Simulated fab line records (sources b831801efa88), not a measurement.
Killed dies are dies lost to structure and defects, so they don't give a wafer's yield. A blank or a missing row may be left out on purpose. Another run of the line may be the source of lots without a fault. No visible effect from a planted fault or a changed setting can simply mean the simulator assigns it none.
Split-lot trial :: flow sky130 :: 23 wafers read from 5 lots, route of 708 steps

## THE SPLIT
At SKY_POLY_GATE_IMPLANT_02, the setting energy-kev was moved away from the recipe's 30 on 7 of the 23 wafers read, by -2.1% to +5.8%. The other wafers ran this setting at the recipe's value.

Reading taken at the split's own step.

## THE READING
In nm, at SKY_POLY_GATE_IMPLANT_02: implant.drp-nm, which is the simulator's own figure and was read by no gauge. No usual value for it is given in the file.

wafer: L074.1
tool, chamber at the split: implanter-01, 0
energy-kev as run: 30
against the recipe: recipe
implant.drp-nm, nm: 16.6
against lot-mates on the recipe: -

wafer: L074.4
tool, chamber at the split: implanter-01, 0
energy-kev as run: 30
against the recipe: recipe
implant.drp-nm, nm: 16.6
against lot-mates on the recipe: -

wafer: L074.5
tool, chamber at the split: implanter-01, 0
energy-kev as run: 30
against the recipe: recipe
implant.drp-nm, nm: 16.6
against lot-mates on the recipe: -

wafer: L074.3
tool, chamber at the split: implanter-01, 0
energy-kev as run: 31.41
against the recipe: +4.7%
implant.drp-nm, nm: 17.25
against lot-mates on the recipe: +0.65

wafer: L074.6
tool, chamber at the split: implanter-01, 0
energy-kev as run: 31.41
against the recipe: +4.7%
implant.drp-nm, nm: 17.25
against lot-mates on the recipe: +0.65

wafer: L076.2
tool, chamber at the split: implanter-01, 0
energy-kev as run: 30
against the recipe: recipe
implant.drp-nm, nm: 16.6
against lot-mates on the recipe: -

wafer: L076.4
tool, chamber at the split: implanter-01, 0
energy-kev as run: 30
against the recipe: recipe
implant.drp-nm, nm: 16.6
against lot-mates on the recipe: -

wafer: L076.6
tool, chamber at the split: implanter-01, 0
energy-kev as run: 30
against the recipe: recipe
implant.drp-nm, nm: 16.6
against lot-mates on the recipe: -

wafer: L077.1
tool, chamber at the split: implanter-01, 0
energy-kev as run: 29.36
against the recipe: -2.1%
implant.drp-nm, nm: 16.39
against lot-mates on the recipe: -0.21

wafer: L077.4
tool, chamber at the split: implanter-01, 0
energy-kev as run: 29.36
against the recipe: -2.1%
implant.drp-nm, nm: 16.39
against lot-mates on the recipe: -0.21

wafer: L077.2
tool, chamber at the split: implanter-01, 0
energy-kev as run: 30
against the recipe: recipe
implant.drp-nm, nm: 16.6
against lot-mates on the recipe: -

wafer: L077.3
tool, chamber at the split: implanter-01, 0
energy-kev as run: 30
against the recipe: recipe
implant.drp-nm, nm: 16.6
against lot-mates on the recipe: -

wafer: L077.6
tool, chamber at the split: implanter-01, 0
energy-kev as run: 30
against the recipe: recipe
implant.drp-nm, nm: 16.6
against lot-mates on the recipe: -

wafer: L079.1
tool, chamber at the split: implanter-03, 0
energy-kev as run: 30
against the recipe: recipe
implant.drp-nm, nm: 16.6
against lot-mates on the recipe: -

wafer: L079.2
tool, chamber at the split: implanter-03, 0
energy-kev as run: 30
against the recipe: recipe
implant.drp-nm, nm: 16.6
against lot-mates on the recipe: -

wafer: L079.3
tool, chamber at the split: implanter-03, 0
energy-kev as run: 30
against the recipe: recipe
implant.drp-nm, nm: 16.6
against lot-mates on the recipe: -

wafer: L079.4
tool, chamber at the split: implanter-03, 0
energy-kev as run: 30
against the recipe: recipe
implant.drp-nm, nm: 16.6
against lot-mates on the recipe: -

wafer: L079.5
tool, chamber at the split: implanter-03, 0
energy-kev as run: 30
against the recipe: recipe
implant.drp-nm, nm: 16.6
against lot-mates on the recipe: -

wafer: L084.2
tool, chamber at the split: implanter-04, 0
energy-kev as run: 31.73
against the recipe: +5.8%
implant.drp-nm, nm: 17.4
against lot-mates on the recipe: +0.80

wafer: L084.3
tool, chamber at the split: implanter-04, 0
energy-kev as run: 31.73
against the recipe: +5.8%
implant.drp-nm, nm: 17.4
against lot-mates on the recipe: +0.80

wafer: L084.4
tool, chamber at the split: implanter-04, 0
energy-kev as run: 31.73
against the recipe: +5.8%
implant.drp-nm, nm: 17.4
against lot-mates on the recipe: +0.80

wafer: L084.5
tool, chamber at the split: implanter-04, 0
energy-kev as run: 30
against the recipe: recipe
implant.drp-nm, nm: 16.6
against lot-mates on the recipe: -

wafer: L084.6
tool, chamber at the split: implanter-04, 0
energy-kev as run: 30
against the recipe: recipe
implant.drp-nm, nm: 16.6
against lot-mates on the recipe: -

FIT RESULTS
A straight line over all 23 wafers: implant.drp-nm changes by +0.135 nm for each +1% of energy-kev; r = +1.00; the points scatter about the line by 0.023 nm.
The same after taking each lot's own level away (the mean of its wafers on the recipe; 23 wafers): +0.135 nm for each +1%; r = +1.00; scatter 0.023 nm.
The reading moves by 0.78 nm for the largest change in energy-kev, on that fit.
The lots' own levels span 16.600 to 16.600 nm.
So the lot-to-lot level changes the slope little: the two slopes agree.
Check: for one of the wafers moved furthest among these (+5.8%), held out of the fit, the line's prediction against its lot-mates is +0.784 nm. It came out at +0.8 nm against them.

## THE OTHER SPLITS THESE WAFERS WENT THROUGH
Note: prior to the reading, these wafers also went through further splits. Each is held against what the fit with the lots' levels taken away leaves over:
other split on the same wafers: SKY_VT_ADJUST_NCORE_COAT_02 resist-thk-nm
wafers away from the commonest value: 11
r with implant.drp-nm (lot level and that fit taken away): -0.09

other split on the same wafers: SKY_VT_ADJUST_HVTR_COAT_02 spin-rpm
wafers away from the commonest value: 11
r with implant.drp-nm (lot level and that fit taken away): +0.12

other split on the same wafers: SKY_VT_ADJUST_HVTR_DEVELOP_06 dev-temp-c
wafers away from the commonest value: 10
r with implant.drp-nm (lot level and that fit taken away): -0.08

other split on the same wafers: SKY_VT_ADJUST_PCH_IMPLANT_08 dose-cm2
wafers away from the commonest value: 12
r with implant.drp-nm (lot level and that fit taken away): +0.01

other split on the same wafers: SKY_SONOS_TUNNEL_EXPOSE_04 dose-mj
wafers away from the commonest value: 8
r with implant.drp-nm (lot level and that fit taken away): -0.39

other split on the same wafers: SKY_SONOS_TUNNEL_DEVELOP_06 develop-time-s
wafers away from the commonest value: 10
r with implant.drp-nm (lot level and that fit taken away): -0.29

other split on the same wafers: SKY_SONOS_ONO_CVD_04 pressure-mtorr
wafers away from the commonest value: 15
r with implant.drp-nm (lot level and that fit taken away): -0.07

other split on the same wafers: SKY_SONOS_ONO_DEVELOP_12 dev-temp-c
wafers away from the commonest value: 9
r with implant.drp-nm (lot level and that fit taken away): -0.21

## THE WHOLE CHAIN: every reading that the file lists as answering this split, in the file's order
step: SKY_POLY_GATE_IMPLANT_02
what it does: 
reading: implant.rp-nm (the simulator's own value, which no gauge read)
change (the file's fit): +0.343 nm for each +1% of the setting
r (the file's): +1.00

step: SKY_POLY_GATE_IMPLANT_02
what it does: 
reading: implant.drp-nm (the simulator's own value, which no gauge read)
change (the file's fit): +0.136 nm for each +1% of the setting
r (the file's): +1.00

step: SKY_RES_PROTECT_STRIP_07
what it does: strips in O2/N2
reading: strip-time-to-endpoint-s
change (the file's fit): withheld for each +1% of the setting
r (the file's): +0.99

## FILE'S OWN FIT
implant.drp-nm changes by +0.136 nm for each +1% of energy-kev, r = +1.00.
